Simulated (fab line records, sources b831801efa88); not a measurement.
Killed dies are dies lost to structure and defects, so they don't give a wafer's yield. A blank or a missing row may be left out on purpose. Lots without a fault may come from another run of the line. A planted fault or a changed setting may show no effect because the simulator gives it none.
Which tool did it? | flow gf180mcu | 6 lots, 18 wafers sampled, at 3 steps of a route of 602

WHAT THE GAUGES READ, wafer by wafer
GF_HV_LDD_TW_MEAS_23.
lot  | measured     | on            | HV_LDD_2_TW
L613 | day 11 05:37 | film_metro-02 | 1057 1054 1053
L618 | day 12 16:08 | film_metro-02 | 1064 1056 1062
L620 | day 13 09:37 | film_metro-02 | 1071 1068 1063
L622 | day 14 01:35 | film_metro-01 | 1078 1078 1075
L628 | day 15 22:50 | film_metro-01 | 1079 1081 1076
L633 | day 17 10:02 | film_metro-04 | 1057 1050 1053

WHICH TOOL RAN EACH LOT (tool, then ch and the chambers of the sampled wafers, then the start)
lot  | GF_POLY_GATE_ETCH_13             | GF_HV_LDD_STRIP_22
L613 | rie_si-02 ch 1,3, day 9 15:21    | plasma_asher-01 ch 0,1, day 11 05:31
L618 | rie_si-01 ch 0,1,2, day 10 23:45 | plasma_asher-03 ch 0,1, day 12 16:01
L620 | rie_si-02 ch 0,1,3, day 11 15:21 | plasma_asher-02 ch 0, day 13 09:31
L622 | rie_si-01 ch 2,3, day 12 06:56   | plasma_asher-02 ch 0,1, day 14 01:29
L628 | rie_si-02 ch 0,1,2, day 14 01:51 | plasma_asher-01 ch 0,1, day 15 22:44
L633 | rie_si-02 ch 2,3, day 15 10:26   | plasma_asher-03 ch 0,1, day 17 09:56
- GF_POLY_GATE_ETCH_13: etches poly-Si in HBr/Cl2, stops on SiO2, target depth 198.5 nm, time 69.6 s.
- GF_HV_LDD_STRIP_22: strips in O2/N2.

THE ANSWER, worked out from the rows above alone
Rule: what is usual is taken from the lots themselves. Put in order of their means at a reading, lots are off if they are a third of the lots or fewer, leave a main group of 4 or more, and stand apart from it by a gap of 3 or more times the standard deviation of the main group's means; of several such gaps the widest counts. A main group whose means are all the same, to the digits that the tables above print for the reading, isn't used. A lot without any number at a reading at which 4 lots or more have one is off too. The other lots that the step has rows for count as sound.
No lot is off at any reading shown: from this, nothing can be told.

WHAT THE SIMULATOR HAD PUT IN
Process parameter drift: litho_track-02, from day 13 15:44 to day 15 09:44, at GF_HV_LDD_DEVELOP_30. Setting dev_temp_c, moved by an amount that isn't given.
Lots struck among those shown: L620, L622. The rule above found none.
